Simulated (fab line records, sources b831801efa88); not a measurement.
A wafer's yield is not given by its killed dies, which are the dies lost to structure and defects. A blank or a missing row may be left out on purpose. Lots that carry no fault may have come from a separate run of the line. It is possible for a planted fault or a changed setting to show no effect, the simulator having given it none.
Chamber matching	flow gf180mcu	GF_CONTACT_CMP_27 on cmp-02: 4 sister chambers
The step polishes, stops on SiO2, t overpolish 15 s, target thk 0 nm. 8 wafers are shown with their chamber, then 7 later ones without.

## WAFERS PAIRED WITH THEIR CHAMBERS
wafer	chamber	motor current A (A)	time to endpoint s (s)
L421.3	1	10.9	75
L429.3	3	9.2	78
L429.5	1	10.7	69
L432.2	0	12.1	64
L432.4	3	9.5	72
L432.5	2	13.5	68
L435.1	2	13.5	70
L435.3	0	11.9	65

## WAFERS WITHOUT THEIR CHAMBER
wafer	motor current A (A)	time to endpoint s (s)
L435.4	10.2	72
L436.1	12.2	68
L436.3	10.7	73
L436.4	10.3	74
L437.1	9.9	76
L437.3	13.3	72
L437.6	10.8	73

## EACH ONE'S CHAMBER
wafer	from the rows above	in truth
L435.4	can't be placed: 1 or 3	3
L436.1	0	0
L436.3	1	1
L436.4	1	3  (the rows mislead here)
L437.1	3	3
L437.3	2	2
L437.6	1	1
5 of 7 placed correctly. Cannot be placed on the basis of these rows: 1; the candidates contain the true chamber in 1. Number placed wrongly: 1.
How it was worked out, from the rows above alone: a wafer's distance from a chamber is the root of the sum, over the readings, of the square of ((its reading less the chamber's mean) divided by the reading's scatter). The wafer belongs to the nearest chamber; if the next one is less than 2 further off, it can't be placed. The mean given for a chamber averages the wafers shown for that chamber. The scatter is the square root of a quotient: the sum, over the shown wafers, of each reading's squared deviation from its chamber's mean, divided by wafers minus chambers.
